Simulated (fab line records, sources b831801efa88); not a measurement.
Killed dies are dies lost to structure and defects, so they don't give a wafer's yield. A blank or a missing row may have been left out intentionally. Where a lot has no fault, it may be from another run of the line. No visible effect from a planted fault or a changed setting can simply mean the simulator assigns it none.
fab line records	flow sky130
record: lots: 6	wafers: 18	last-day: 50
route steps=708 shown METAL4@622 VIA4@639 METAL5@661 PAD_OPEN@708
lots with no fault: from the same line, run without faults
start-h: start of the lot's first displayed wafer, in hours after the record's first day	wait-h: time in hours since the lot's previous step	" unchanged from the row above	L1.1+2: a row that stands for several wafers	- no value, or no start given	* or withheld: withheld	< > ~ a bound
route shown NAME@n: names a module that has steps shown in the file, with the first one's number in the route	usual: mean and standard deviation over wafers with no fault	same: alike in all rows	chamber/n: place in a boat	sites: each site's reading	_std_site: standard deviation of those values	_edge_site: the outer-site mean with the inner-site mean subtracted	radius-mm: how far each site lies from the wafer's centre	mask NAME#n: copy n	behind: the tool/chamber that last shaped the wafer	hold: what put the lot on hold/how long, in hours/how the hold closed	device: whichever transistor did not switch (one of n, p or np)	end of line: tests run on the same wafers once the route is complete	a step with no rows: only its recipe	killed: not the wafer's yield, but the dies lost to structure and defects at the first sort	map: shows each die of a wafer: x if killed, . if not, _ if none is there
set.NAME: the setting the step ran with; set.NAME@STEP: the setting that earlier step ran with	model.NAME: the simulator's own value behind a step, which no gauge read
a table for each step, a row for each wafer; lots at some steps of the route
services: from which hour (start-h, from the record's first day; less than 0 if before it) a tool's chamber was out of use, for how many hours, and why
== steps ==
step: SKY_METAL4_HMDS_06
recipe: prime-time-s: 60	prime-temp-c: 120
step: SKY_METAL4_COAT_07
recipe: resist: BARC	temp-c: withheld	time-s: withheld	spin-rpm: 3000	resist-thk-nm: 60
step: SKY_METAL4_COAT_08
recipe: resist: KrF-thick	spin-rpm: 3000	resist-thk-nm: 1140
step: SKY_METAL4_SOFTBAKE_09
recipe: temp-c: 100	time-s: 90	resist: KrF-thick
step: SKY_METAL4_EXPOSE_10
recipe: mask-id: MM4	na: 0.68	source-shape: annular	sigma-inner: 0.4	sigma-outer: 0.8	target-cd-nm: 300	dose-mj: 28
step: SKY_METAL4_PEB_11
recipe: peb-temp-c: withheld	peb-time-s: withheld	resist: KrF-thick
step: SKY_METAL4_DEVELOP_12
recipe: develop-time-s: 60	resist: KrF-thick	dev-temp-c: 20.62
step: SKY_METAL4_CD_MEAS_13
recipe: target-cd-nm: 300
usual: cd-nm: 299.7/1.6
lot.wafer	tool	chamber	start-h	wait-h	cd-nm
L285.2	cd-sem-02	-	970.45	-	302.0
L285.4	"	-	"	"	302.8
L285.6	"	-	"	"	301.3
L290.1	cd-sem-01	-	1020.12	-	297.4
L290.3	"	-	"	"	297.3
L290.6	"	-	"	"	298.2
L295.1	cd-sem-02	-	1064.27	-	299.3
L295.2	"	-	"	"	298.7
L295.4	"	-	"	"	298.6
L301.2	cd-sem-01	-	1082.86	-	297.8
L301.4	"	-	"	"	297.7
L301.6	"	-	"	"	297.6
L304.1	cd-sem-01	-	1096.61	-	301.2
L304.2	"	-	"	"	300.2
L304.6	"	-	"	"	301.0
L306.3	cd-sem-01	-	1109.96	-	299.4
L306.5	"	-	"	"	300.1
L306.6	"	-	"	"	299.3
step: SKY_METAL4_OVL_MEAS_14
usual: METAL4_OVL: 1/5.1
lot.wafer	tool	chamber	start-h	wait-h	METAL4_OVL[nm]
L285.2	overlay-02	-	970.55	0.1	5
L285.4	"	-	"	"	0
L285.6	"	-	"	"	6
L290.1	overlay-01	-	1020.24	0.1	7
L290.3	"	-	"	"	4
L290.6	"	-	"	"	4
L295.1	overlay-01	-	1064.39	0.1	5
L295.2	"	-	"	"	3
L295.4	"	-	"	"	0
L301.2	overlay-01	-	1082.97	0.1	1
L301.4	"	-	"	"	-1
L301.6	"	-	"	"	-5
L304.1	overlay-01	-	1096.73	0.1	1
L304.2	"	-	"	"	3
L304.6	"	-	"	"	-7
L306.3	overlay-01	-	1110.07	0.1	-4
L306.5	"	-	"	"	-5
L306.6	"	-	"	"	-15
step: SKY_METAL4_DESCUM_15
recipe: chemistry: O2	source-power-w: 150	bias-power-w: 0	pressure-mtorr: 10	temp-c: 40	time-s: 8
step: SKY_METAL4_ETCH_16
recipe: chemistry: N2/H2	target: BARC	ion-energy-ev: 200	bias-w: 100	pressure-mtorr: 30	n2-flow-sccm: 100	h2-flow-sccm: 200	icp-w: 500	stop-on: SiO2	time-s: 88.2	target-depth-a: 600
step: SKY_METAL4_ETCH_17
recipe: target: SiO2	stop-on: TiN	chemistry: C4F8/O2/Ar	source-w: 1500	bias-w: 1200	pressure-mtorr: 40	c4f8-flow-sccm: withheld	O2_flow_sccm: 6	Ar_flow_sccm: 300	time-s: 3.9	target-depth-a: 150
step: SKY_METAL4_METAL_ETCH_18
recipe: target-depth-a: 8450	stop-on: SiO2	over-etch-frac: 0.3	time-s: 183.1	chemistry: Cl2/BCl3	resist-sidewall-deg: 88	pressure-mtorr: 10	icp-w: 900	bias-w: 48.5	Cl2_flow_sccm: 60	bcl3-flow-sccm: 30
usual: drypump-motor-current-A: 5.9/0.52	oes-product-au: 0.859/0.0064	throttle-valve-pct: 22.265/0.01
lot.wafer	tool	chamber	start-h	wait-h	drypump-motor-current-A	oes-product-au	rf-hours-counter-h	throttle-valve-pct
L285.2	rie-metal-01	0	970.86	0.0	6.3	0.850	6	22.262
L285.4	"	0	"	"	6.3	0.856	-	22.266
L285.6	"	0	"	"	6.3	0.863	-	22.277
L290.1	rie-metal-04	0	1020.42	0.0	6.4	0.848	3	22.268
L290.3	"	0	"	"	6.4	0.870	-	22.269
L290.6	"	0	"	"	6.4	0.861	-	22.252
L295.1	rie-metal-01	1	1064.57	0.0	6.3	0.866	21	22.275
L295.2	"	0	"	"	6.3	0.867	12	22.262
L295.4	"	1	"	"	6.3	0.864	-	22.250
L301.2	rie-metal-01	1	1083.14	0.0	6.3	0.848	23	22.278
L301.4	"	1	"	"	6.3	0.859	-	22.257
L301.6	"	1	"	"	6.3	0.859	-	22.256
L304.1	rie-metal-02	1	1096.92	0.0	5.9	0.856	24	22.282
L304.2	"	0	"	"	5.8	0.850	13	22.266
L304.6	"	0	"	"	5.8	0.855	-	22.279
L306.3	rie-metal-04	1	1110.30	0.1	4.9	0.861	-	22.269
L306.5	"	0	"	"	6.4	0.874	-	22.274
L306.6	"	1	"	"	4.9	0.863	-	22.262
step: SKY_METAL4_STRIP_19
recipe: chemistry: O2/N2	power-w: 1400	pressure-mtorr: 1500	platen-temp-c: withheld	o2-flow-sccm: 3000	n2-flow-sccm: 300	overash-fraction: 0.5
step: SKY_METAL4_STRIP_20
recipe: chemistry: post-etch-residue-remover	time-s: 1200	temp-c: 72.5
step: SKY_METAL4_CLEAN_21
recipe: chemistry: IPA	time-s: 180	temp-c: 25
step: SKY_METAL4_CLEAN_22
recipe: chemistry: O3/DIW	dry: n2-spin
step: SKY_VIA4_HDPCVD_00
recipe: material: SiO2	target-thk-nm: 1750	sigma-open-frac: 0.3	time-s: 291.7	temp-c: 400	sih4-flow-sccm: 60	pressure-mtorr: 6
step: SKY_VIA4_THK_MEAS_01
recipe: reads: SiO2_of_VIA4_HDPCVD_00
usual: VIA4_HDPCVD_THK: 1751/22
lot.wafer	tool	chamber	start-h	wait-h	VIA4_HDPCVD_THK[nm]
L285.2	film-metro-04	-	971.82	0.1	1717
L285.4	"	-	"	"	1746
L285.6	"	-	"	"	1741
L290.1	film-metro-01	-	1021.38	0.1	1737
L290.3	"	-	"	"	1748
L290.6	"	-	"	"	1724
L295.1	film-metro-03	-	1065.52	0.1	1733
L295.2	"	-	"	"	1730
L295.4	"	-	"	"	1713
L301.2	film-metro-04	-	1084.10	0.1	1757
L301.4	"	-	"	"	1754
L301.6	"	-	"	"	1723
L304.1	film-metro-03	-	1097.91	0.1	1740
L304.2	"	-	"	"	1755
L304.6	"	-	"	"	1756
L306.3	film-metro-01	-	1111.21	0.1	1775
L306.5	"	-	"	"	1770
L306.6	"	-	"	"	1777
step: SKY_VIA4_CMP_02
recipe: material: SiO2	down-force-psi: 4	platen-rpm: 60	pad-velocity-m-s: 0.94248
usual: head-pressure-psi: 4.000/0.0083	motor-current-A: 11.5/1.1	slurry-flow-ml-min: 149.9/0.46
lot.wafer	tool	chamber	start-h	wait-h	head-pressure-psi	motor-current-A	slurry-flow-ml-min
L285.2	cmp-01	3	971.97	0.1	3.993	11.6	150.3
L285.4	"	0	"	"	3.995	11.0	149.8
L285.6	"	1	"	"	4.009	12.9	149.7
L290.1	cmp-02	2	1021.44	0.1	4.005	10.5	149.4
L290.3	"	3	"	"	3.998	11.5	150.1
L290.6	"	3	"	"	3.995	11.4	150.3
L295.4	cmp-02	1	1065.58	0.0	3.998	12.1	149.9
L295.1	"	2	"	"	4.005	9.5	149.9
L295.2	"	3	"	"	4.019	11.4	149.9
L301.4	cmp-01	2	1084.15	0.0	4.008	13.3	150.2
L301.2	"	0	"	"	3.996	11.2	150.1
L301.6	"	3	"	"	3.981	11.7	150.1
L304.2	cmp-02	2	1097.97	0.0	3.993	10.1	149.0
L304.1	"	3	"	"	3.991	11.4	150.4
L304.6	"	2	"	"	4.010	9.8	148.8
L306.3	cmp-01	2	1111.90	0.7	4.002	13.3	149.5
L306.5	"	3	"	"	4.004	11.0	149.4
L306.6	"	0	"	"	4.007	10.4	149.6
step: SKY_VIA4_BOW_MEAS_03
recipe: mode: bow
usual: VIA4_BOW: 79/8.9
lot.wafer	tool	chamber	start-h	wait-h	VIA4_BOW[um]
L285.2	film-metro-04	-	972.19	0.2	84
L285.4	"	-	"	"	66
L285.6	"	-	"	"	71
L290.1	film-metro-04	-	1021.74	0.2	88
L290.3	"	-	"	"	79
L290.6	"	-	"	"	82
L295.1	film-metro-04	-	1065.88	0.2	77
L295.2	"	-	"	"	87
L295.4	"	-	"	"	86
L301.2	film-metro-04	-	1084.47	0.2	66
L301.4	"	-	"	"	67
L301.6	"	-	"	"	64
L304.1	film-metro-01	-	1098.27	0.2	81
L304.2	"	-	"	"	73
L304.6	"	-	"	"	75
L306.3	film-metro-04	-	1112.09	0.1	81
L306.5	"	-	"	"	78
L306.6	"	-	"	"	88
step: SKY_VIA4_DEHYDRATE_04
recipe: temp-c: 200	time-s: 60
step: SKY_VIA4_HMDS_05
recipe: prime-time-s: 60	prime-temp-c: 120
step: SKY_VIA4_COAT_06
recipe: resist: NOVOLAK	spin-rpm: 3000	resist-thk-nm: 1140
step: SKY_VIA4_SOFTBAKE_07
recipe: temp-c: 90	time-s: 60	resist: NOVOLAK
step: SKY_VIA4_EXPOSE_08
recipe: mask-id: VIM4	na: 0.6	source-shape: conventional	sigma-outer: 0.6	polarization: unpolarized	target-cd-nm: 800	dose-mj: 132
step: SKY_VIA4_PEB_09
recipe: temp-c: withheld	time-s: *	resist: NOVOLAK
step: SKY_VIA4_DEVELOP_10
recipe: resist: NOVOLAK	developer: TMAH	develop-time-s: 60	dev-temp-c: 23
step: SKY_VIA4_OVL_MEAS_11
usual: VIA4_OVL: -2.1/1.1
lot.wafer	tool	chamber	start-h	wait-h	VIA4_OVL[nm]
L285.2	overlay-01	-	995.27	0.1	-2.4
L285.4	"	-	"	"	-1.4
L285.6	"	-	"	"	-0.6
L290.1	overlay-01	-	1043.87	0.1	-3.8
L290.3	"	-	"	"	-3.2
L290.6	"	-	"	"	-4.8
L295.1	overlay-01	-	1086.57	0.1	-2.6
L295.2	"	-	"	"	-1.3
L295.4	"	-	"	"	-2.3
L301.2	overlay-01	-	1106.23	2.4	0.0
L301.4	"	-	"	"	-1.1
L301.6	"	-	"	"	-0.8
L304.1	overlay-01	-	1115.67	0.1	-1.6
L304.2	"	-	"	"	-0.8
L304.6	"	-	"	"	-1.6
L306.3	overlay-01	-	1131.03	0.1	-1.9
L306.5	"	-	"	"	-1.9
L306.6	"	-	"	"	-1.2
step: SKY_VIA4_ETCH_12
recipe: target: SiO2	chemistry: C4F8/O2/Ar	stop-on: TiN	mask-material: NOVOLAK	source-w: 1500	bias-w: 1200	pressure-mtorr: 40	c4f8-flow-sccm: withheld	O2_flow_sccm: 6	Ar_flow_sccm: 300	time-s: withheld	target-depth-a: 5800
step: SKY_VIA4_STRIP_13
recipe: chemistry: O2/N2	power-w: 1400	pressure-mtorr: 1500	platen-temp-c: withheld	o2-flow-sccm: 3000	n2-flow-sccm: 300	overash-fraction: 0.5
usual: drypump-motor-current-A: 6.03/0.29	n2-flow-sccm: 299.9/0.95	oes-product-au: 0.709/0.0045	strip-time-to-endpoint-s: 12.796/0.025
lot.wafer	tool	chamber	start-h	wait-h	drypump-motor-current-A	n2-flow-sccm	oes-product-au	rf-hours-counter-h	strip-time-to-endpoint-s
L285.2	plasma-asher-02	1	995.38	-	5.50	299.8	0.710	58	12.777
L285.4	"	0	"	"	5.91	300.2	0.709	-	12.824
L285.6	"	0	"	"	5.94	299.3	0.713	-	12.800
L290.1	plasma-asher-02	1	1043.98	-	5.58	299.2	0.708	62	12.796
L290.3	"	1	"	"	5.58	299.9	0.717	-	12.785
L290.6	"	0	"	"	5.91	301.6	0.710	-	12.785
L295.1	plasma-asher-01	1	1086.68	-	6.09	300.6	0.708	2	12.742
L295.2	"	0	"	"	6.15	299.7	0.717	2	12.787
L295.4	"	0	"	"	6.16	299.8	0.705	-	12.748
L301.2	plasma-asher-02	1	1106.33	-	5.59	299.4	0.706	68	12.782
L301.4	"	1	"	"	5.55	298.3	0.710	-	12.754
L301.6	"	0	"	"	5.92	301.2	0.716	-	12.772
L304.1	plasma-asher-03	1	1115.78	-	5.82	300.1	0.715	96	12.756
L304.2	"	0	"	"	6.44	300.0	0.712	96	12.779
L304.6	"	0	"	"	6.45	299.4	0.710	-	12.786
L306.3	plasma-asher-01	0	1131.16	-	6.15	299.0	0.713	-	12.773
L306.5	"	1	"	"	6.12	301.5	0.710	-	12.843
L306.6	"	0	"	"	6.16	297.9	0.703	-	12.798
step: SKY_VIA4_STRIP_14
recipe: chemistry: post-etch-residue-remover	time-s: 1200	temp-c: 72.5
step: SKY_VIA4_CLEAN_15
recipe: chemistry: IPA	time-s: 180	temp-c: 25
step: SKY_VIA4_CLEAN_16
recipe: chemistry: O3/DIW	dry: n2-spin
step: SKY_VIA4_SPUTTER_17
recipe: material: TiN	target-thk-nm: 20	chamber-pressure-pa: 5	power-w: 4000	time-s: 80
step: SKY_VIA4_CVD_18
recipe: material: W	target-thk-nm: 505	time-s: 152.14	temp-c: 400	pressure-torr: 40
usual: heater-power-w: 871/85
lot.wafer	tool	chamber	start-h	wait-h	heater-power-w
L285.2	cvd-w-02	0	996.03	0.0	716
L285.4	"	0	"	"	709
L285.6	"	1	"	"	904
L290.1	cvd-w-02	0	1044.63	0.0	718
L290.3	"	1	"	"	879
L290.6	"	0	"	"	738
L295.1	cvd-w-01	1	1087.38	0.0	947
L295.2	"	0	"	"	909
L295.4	"	1	"	"	970
L301.2	cvd-w-01	0	1108.36	0.1	917
L301.4	"	0	"	"	935
L301.6	"	1	"	"	950
L304.1	cvd-w-01	0	1116.47	0.0	923
L304.2	"	1	"	"	974
L304.6	"	1	"	"	958
L306.3	cvd-w-01	0	1131.87	0.1	904
L306.5	"	1	"	"	943
L306.6	"	0	"	"	920
step: SKY_VIA4_RS_MEAS_19
recipe: thk-meas-gauge: four-point-probe	reads: W_of_VIA4_CVD_18+TiN_of_VIA4_SPUTTER_17
usual: VIA4_W_RS: 0.2277/0.0021
lot.wafer	tool	chamber	start-h	wait-h	VIA4_W_RS[ohm/sq]
L285.2	film-metro-01	-	996.20	0.1	0.2242
L285.4	"	-	"	"	0.2247
L285.6	"	-	"	"	0.2336
L290.1	film-metro-04	-	1044.78	0.1	0.2254
L290.3	"	-	"	"	0.2253
L290.6	"	-	"	"	0.2240
L295.1	film-metro-03	-	1087.53	0.1	0.2281
L295.2	"	-	"	"	0.2281
L295.4	"	-	"	"	0.2261
L301.2	film-metro-03	-	1108.53	0.1	0.2285
L301.4	"	-	"	"	0.2266
L301.6	"	-	"	"	0.2273
L304.1	film-metro-04	-	1116.62	0.1	0.2261
L304.2	"	-	"	"	0.2275
L304.6	"	-	"	"	0.2257
L306.3	film-metro-03	-	1132.01	0.1	0.2298
L306.5	"	-	"	"	0.2329
L306.6	"	-	"	"	0.2294
step: SKY_VIA4_THK_MEAS_20
recipe: thk-meas-gauge: xrf	reads: W_of_VIA4_CVD_18
usual: VIA4_W_THK: 512/5.6
lot.wafer	tool	chamber	start-h	wait-h	VIA4_W_THK[nm]
L285.2	film-metro-01	-	996.31	0.1	515
L285.4	"	-	"	"	518
L285.6	"	-	"	"	499
L290.1	film-metro-04	-	1044.90	0.1	511
L290.3	"	-	"	"	512
L290.6	"	-	"	"	515
L295.1	film-metro-03	-	1087.65	0.1	510
L295.2	"	-	"	"	513
L295.4	"	-	"	"	514
L301.2	film-metro-03	-	1108.64	0.1	514
L301.4	"	-	"	"	520
L301.6	"	-	"	"	518
L304.1	film-metro-04	-	1116.74	0.1	513
L304.2	"	-	"	"	512
L304.6	"	-	"	"	515
L306.3	film-metro-03	-	1132.11	0.1	508
L306.5	"	-	"	"	498
L306.6	"	-	"	"	507
step: SKY_VIA4_CMP_21
recipe: stop-on: SiO2	t-overpolish-s: 25	down-force-psi: 3.5	platen-rpm: 60	target-thk-nm: 0	pad-velocity-m-s: 0.94248
step: SKY_METAL5_SPUTTER_00
recipe: material: Ti	target-thk-nm: 15	power-w: 3000	time-s: 10	chamber-pressure-pa: 0.4
usual: throttle-valve-pct: 29.5/1
lot.wafer	tool	chamber	start-h	wait-h	throttle-valve-pct
L285.2	pvd-sputter-02	-	996.66	0.1	30.8
L285.4	"	-	"	"	30.5
L285.6	"	-	"	"	29.6
L290.1	pvd-sputter-02	-	1045.26	0.2	30.9
L290.3	"	-	"	"	30.6
L290.6	"	-	"	"	30.7
L295.1	pvd-sputter-02	-	1088.64	0.1	30.6
L295.2	"	-	"	"	29.3
L295.4	"	-	"	"	30.7
L301.2	pvd-sputter-03	-	1110.00	0.1	28.3
L301.4	"	-	"	"	29.9
L301.6	"	-	"	"	30.0
L304.1	pvd-sputter-01	-	1119.79	0.2	28.5
L304.2	"	-	"	"	30.6
L304.6	"	-	"	"	28.5
L306.3	pvd-sputter-02	-	1132.45	0.2	30.4
L306.5	"	-	"	"	30.2
L306.6	"	-	"	"	30.5
step: SKY_METAL5_SPUTTER_01
recipe: material: TiN	target-thk-nm: 20	power-w: 6500	time-s: 16.7	chamber-pressure-pa: 0.4
step: SKY_METAL5_SPUTTER_02
recipe: material: AlCu	target-thk-nm: 1150	power-w: 10600	time-s: 59.67	chamber-pressure-pa: 0.4
usual: throttle-valve-pct: 29.5/1
lot.wafer	tool	chamber	start-h	wait-h	throttle-valve-pct
L285.2	pvd-sputter-02	-	996.71	0.0	30.7
L285.4	"	-	"	"	30.4
L285.6	"	-	"	"	29.5
L290.1	pvd-sputter-02	-	1045.31	0.0	31.0
L290.3	"	-	"	"	30.3
L290.6	"	-	"	"	30.8
L295.1	pvd-sputter-02	-	1088.69	0.0	30.2
L295.2	"	-	"	"	29.2
L295.4	"	-	"	"	30.9
L301.2	pvd-sputter-03	-	1110.05	0.0	28.2
L301.4	"	-	"	"	29.9
L301.6	"	-	"	"	30.0
L304.1	pvd-sputter-01	-	1119.84	0.0	28.6
L304.2	"	-	"	"	30.4
L304.6	"	-	"	"	28.6
L306.3	pvd-sputter-02	-	1132.50	0.0	30.5
L306.5	"	-	"	"	30.5
L306.6	"	-	"	"	30.5
step: SKY_PAD_OPEN_PROBE_99
usual: defect-limited-yield: 82.5/1.9	killed_at_M0_to_M3: 44/7.3	killed_at_M4_up: 3.1/1.9	killed-at-contacts: 24/5.3	killed-at-front-end: 15/4	killed-at-other: 0.4/0.6	killed-dies: 86/9.2	killed-open: 47/6.9	killed-short: 39/6.9	sort_bin_3_pad_short: 0.8/0.41	sort_bin_5_function: 10.6/1.5	sort_bin_6_memory: 6.1/1.1	sort-n-pass: 406/9.2	sort-yield-pct: 82.5/1.9
same: gross-dies: 492	killed-at-back-side: 0	sort_bin_4_leakage[%]: 0	sort_bin_8_speed[%]: 0
lot.wafer	tool	chamber	start-h	wait-h	defect-limited-yield[%]	killed_at_M0_to_M3	killed_at_M4_up	killed-at-contacts	killed-at-front-end	killed-at-other	killed-dies	killed-open	killed-short	sort_bin_3_pad_short[%]	sort_bin_5_function[%]	sort_bin_6_memory[%]	sort-n-pass	sort-yield-pct[%]	model.etest.tester.sort-n-pass	model.etest.tester.sort-yield-pct	model.etest.tester.sort_bin_5_pct	model.etest.tester.sort_bin_3_pct
L285.2	prober-02	-	1067.78	0.1	79.3	66	2	17	15	2	102	55	47	0.8	12.4	7.5	390	79.3	390	79.27	12.4	0.813
L285.4	prober-02	-	1067.88	0.2	80.1	46	2	27	23	0	98	61	37	1.0	12.6	6.3	394	80.1	394	80.08	12.6	1.016
L285.6	prober-02	-	1067.98	0.2	83.1	46	4	20	12	1	83	54	29	0.8	10.0	6.1	409	83.1	409	83.13	9.959	0.813
L295.1	prober-01	-	1146.69	0.1	74.6	32	57	19	17	0	125	42	26	3.3	15.9	6.3	367	74.6	367	74.59	15.85	3.252
L295.2	prober-01	-	1146.74	0.1	70.1	43	61	27	15	1	147	46	41	4.7	15.4	9.8	345	70.1	345	70.12	15.45	4.675
L295.4	prober-01	-	1146.84	0.2	72.8	32	66	23	13	0	134	40	30	3.9	18.5	4.9	358	72.8	358	72.76	18.5	3.862
L301.2	prober-02	-	1167.45	0.1	69.1	52	65	24	11	0	152	61	30	3.3	16.9	10.8	340	69.1	340	69.11	16.87	3.252
L301.4	prober-02	-	1167.55	0.2	73.2	45	59	13	15	0	132	36	40	3.9	15.7	7.3	360	73.2	360	73.17	15.65	3.862
L301.6	prober-02	-	1167.65	0.2	71.1	40	61	29	12	0	142	44	38	4.3	18.7	5.9	350	71.1	350	71.14	18.7	4.268
L304.1	prober-02	-	1178.09	0.1	83.5	43	3	21	13	1	81	44	37	1.4	9.6	5.5	411	83.5	411	83.54	9.553	1.423
L304.2	prober-02	-	1178.14	0.1	85.2	34	2	26	11	0	73	41	32	0.8	9.3	4.7	419	85.2	419	85.16	9.35	0.813
L304.6	prober-02	-	1178.34	0.2	84.3	31	4	27	14	1	77	50	26	0.6	10.2	4.9	415	84.3	415	84.35	10.16	0.6098
L306.3	prober-01	-	1188.89	0.2	86.8	25	2	25	13	0	65	37	28	0.8	7.1	5.3	427	86.8	427	86.79	7.114	0.813
L306.5	prober-01	-	1188.99	0.2	81.5	46	5	30	9	1	91	50	40	1.0	11.8	5.7	401	81.5	401	81.5	11.79	1.016
L306.6	prober-01	-	1189.04	0.2	83.9	41	4	19	15	0	79	44	35	0.8	10.4	4.9	413	83.9	413	83.94	10.37	0.813
killed by level:class
L285.2 VIA1:geometric-particle:open=19 VIA2:geometric-particle:open=9 METAL3:geometric-particle:short=7 LI_CONTACT:geometric-particle:open=7 VIA3:geometric-particle:open=6 VIA2:geometric-particle:short=6 VIA3:geometric-particle:short=6 CONTACT:geometric-particle:open=5
L285.4 VIA1:geometric-particle:open=13 LI_CONTACT:geometric-particle:open=11 CONTACT:geometric-particle:open=10 FIELD_ISO:geometric-particle:open=8 VIA2:geometric-particle:open=8 FIELD_ISO:geometric-particle:short=6 VIA1:geometric-particle:short=6 VIA3:geometric-particle:open=5
L285.6 VIA1:geometric-particle:open=13 VIA3:geometric-particle:open=9 CONTACT:geometric-particle:open=8 VIA2:geometric-particle:open=7 LI_CONTACT:geometric-particle:open=6 POLY_GATE:geometric-particle:short=5 VIA1:geometric-particle:short=5 LOCAL_INTERCONNECT:geometric-particle:short=4
L295.1 METAL4:unspecified=57 FIELD_ISO:geometric-particle:open=6 VIA3:geometric-particle:open=6 LI_CONTACT:geometric-particle:open=5 VIA1:geometric-particle:open=5 VIA2:geometric-particle:open=5 FIELD_ISO:geometric-particle:short=4 POLY_GATE:geometric-particle:open=4
L295.2 METAL4:unspecified=60 CONTACT:geometric-particle:open=10 VIA2:geometric-particle:open=10 LOCAL_INTERCONNECT:geometric-particle:short=7 METAL1:geometric-particle:short=6 VIA3:geometric-particle:open=6 METAL2:geometric-particle:short=5 FIELD_ISO:geometric-particle:open=4
L295.4 METAL4:unspecified=64 VIA1:geometric-particle:open=11 CONTACT:geometric-particle:open=8 LI_CONTACT:geometric-particle:open=7 VIA3:geometric-particle:short=4 VIA2:geometric-particle:open=4 SONOS_ONO:geometric-particle:short=3 POLY_GATE:geometric-particle:short=3
L301.2 METAL4:unspecified=61 VIA1:geometric-particle:open=19 CONTACT:geometric-particle:open=9 LI_CONTACT:geometric-particle:open=7 VIA1:geometric-particle:short=7 VIA3:geometric-particle:open=6 POLY_GATE:geometric-particle:open=5 METAL2:geometric-particle:short=5
L301.4 METAL4:unspecified=55 VIA3:geometric-particle:open=9 VIA1:geometric-particle:open=9 METAL2:geometric-particle:short=8 VIA1:geometric-particle:short=5 VIA2:geometric-particle:open=5 POLY_GATE:geometric-particle:short=4 POLY_GATE:geometric-particle:open=4
L301.6 METAL4:unspecified=60 VIA1:geometric-particle:short=11 VIA1:geometric-particle:open=11 CONTACT:geometric-particle:open=9 LI_CONTACT:geometric-particle:open=7 POLY_GATE:geometric-particle:open=6 VIA3:geometric-particle:open=5 LOCAL_INTERCONNECT:geometric-particle:short=5
L304.1 VIA1:geometric-particle:open=11 METAL2:geometric-particle:short=7 VIA3:geometric-particle:open=7 CONTACT:geometric-particle:open=6 FIELD_ISO:geometric-particle:short=5 POLY_GATE:geometric-particle:open=5 LOCAL_INTERCONNECT:geometric-particle:short=5 VIA2:geometric-particle:open=5
L304.2 CONTACT:geometric-particle:open=13 VIA1:geometric-particle:short=6 VIA1:geometric-particle:open=6 VIA3:geometric-particle:open=5 LOCAL_INTERCONNECT:geometric-particle:short=5 CONTACT:geometric-particle:short=5 VIA2:geometric-particle:open=3 FIELD_ISO:geometric-particle:short=3
L304.6 VIA1:geometric-particle:open=9 VIA2:geometric-particle:open=7 LI_CONTACT:geometric-particle:open=7 CONTACT:geometric-particle:open=7 FIELD_ISO:geometric-particle:open=6 LOCAL_INTERCONNECT:geometric-particle:short=5 VIA3:geometric-particle:open=5 POLY_GATE:geometric-particle:open=4
L306.3 LI_CONTACT:geometric-particle:open=7 LOCAL_INTERCONNECT:geometric-particle:short=7 CONTACT:geometric-particle:open=6 POLY_GATE:geometric-particle:short=5 LI_CONTACT:geometric-particle:short=4 VIA3:geometric-particle:open=4 VIA2:geometric-particle:open=4 METAL1:geometric-particle:open=3
L306.5 VIA1:geometric-particle:open=16 LI_CONTACT:geometric-particle:open=13 VIA2:geometric-particle:open=8 LOCAL_INTERCONNECT:geometric-particle:short=5 CONTACT:geometric-particle:open=5 METAL4:geometric-particle:short=5 POLY_GATE:geometric-particle:short=4 LI_CONTACT:geometric-particle:short=4
L306.6 VIA3:geometric-particle:open=14 LI_CONTACT:geometric-particle:open=8 VIA1:geometric-particle:short=7 CONTACT:geometric-particle:open=6 POLY_GATE:geometric-particle:short=4 POLY_GATE:geometric-particle:open=4 METAL2:geometric-particle:short=4 METAL4:geometric-particle:short=4
map L295.2 (x killed, . not)
__________..xxx..x.._________
________...........x.._______
______..xx........x....x_____
_____..........x.........____
____...x...x...x........xx___
___..x...........x..x......__
__x............x..........x._
_.x.......xx........x........
_...........x........x.x.....
_..xx..........x.x.x....x.xxx
_..x.x......x.....x..x.....x.
_...x.......x.....x..xx..x...
_..x...xx..x.xxxxxx...x..x.x.
_...x.xxxx.xxxxxxxx.....x....
_...........xxxxxxxxx........
__....x.x..xxxxxxxxxxx......_
___...x..x.xxxxxxxxx.....xx__
____.xx.....xxxxxxxxx.....___
_____.xx.....xxxxxx.x....____
______.x....xxxxxxx....._____
________xx...x.x..xx.._______
__________..xx......_________
map L301.2 (x killed, . not)
__________....x....._________
________..x.....x....._______
______x...xx.x..xxxx..x._____
_____.......x...x........____
____x.xx........x..xx.x...___
___xx..xx..........xxxxxx..__
__..x..............xxxxxxxxx_
_x......x........xx.xxxxxxxx.
_....x........x...xxxxxxxxxx.
_..........xx.x..xxxxxxxxxxx.
_x...........x.....xxxxxxxxxx
_..x..x.x.........x.xxxx.xx..
_x...x...x.x.......xx.xxx..x.
_x......x.............x......
_..x..........x...........x..
__.xx....x.....xx..x..x....._
___x......xx....x....x...xx__
____.x.x........xxxx.xx...___
_____..x..xx...........x.____
______........x.......xx_____
________....x.x..xx..._______
__________..x.....x._________
== services ==
tool	chamber	start-h	hours	kind
cvd-w-02	1	947.51	24.7	repair
cvd-w-01	-	951.20	0.2	repair
pvd-sputter-02	-	951.73	0.9	repair
pvd-sputter-03	-	965.03	1.2	repair
cvd-w-02	1	974.59	5.8	repair
rie-metal-04	1	980.65	22.0	repair
cmp-01	-	1018.51	1.3	repair
pvd-sputter-03	-	1035.44	1.0	repair
rie-metal-01	1	1040.23	2.7	repair
plasma-asher-01	-	1055.25	9.0	pm
cvd-w-02	-	1057.92	1.6	repair
pvd-sputter-01	-	1066.16	3.6	repair
pvd-sputter-01	-	1078.77	29.8	repair
cvd-w-02	-	1079.15	6.0	pm
plasma-asher-02	-	1081.92	1.0	repair
cmp-02	-	1083.38	6.2	pm
rie-metal-04	-	1086.87	14.6	pm
cmp-02	-	1089.57	4.0	pm
cmp-02	-	1093.22	0.5	repair
pvd-sputter-01	-	1107.82	5.8	repair
pvd-sputter-02	-	1108.51	8.5	repair
cmp-02	-	1112.08	6.4	pm
cmp-02	-	1118.96	1.6	repair
plasma-asher-02	-	1129.80	4.1	repair
== key ==
first-sign: step: SKY_PAD_OPEN_PROBE_99	reading: killed_at_M4_up	direction: up	sigmas: 31	usual: 3.1	struck: 61.5
effect: step: SKY_PAD_OPEN_PROBE_99	reading: sort_bin_3_pad_short	direction: up	sigmas: 7.4	usual: 0.8	struck: 3.9
model-effect: step: SKY_PAD_OPEN_PROBE_99	value: etest.tester.sort-n-pass	without: 404	struck: 353.3
met-at SKY_METAL4_METAL_ETCH_18
struck-wafers L295.1,L295.2,L295.4,L301.2,L301.4,L301.6
onset-between 970.86 1064.57
fault: kind: chamber-particle-source	tool: rie-metal-01	chamber: -	onset-h: 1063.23	steps: SKY_METAL4_METAL_ETCH_18	rate-per-visit-cm2: 1.085	end-h: 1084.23
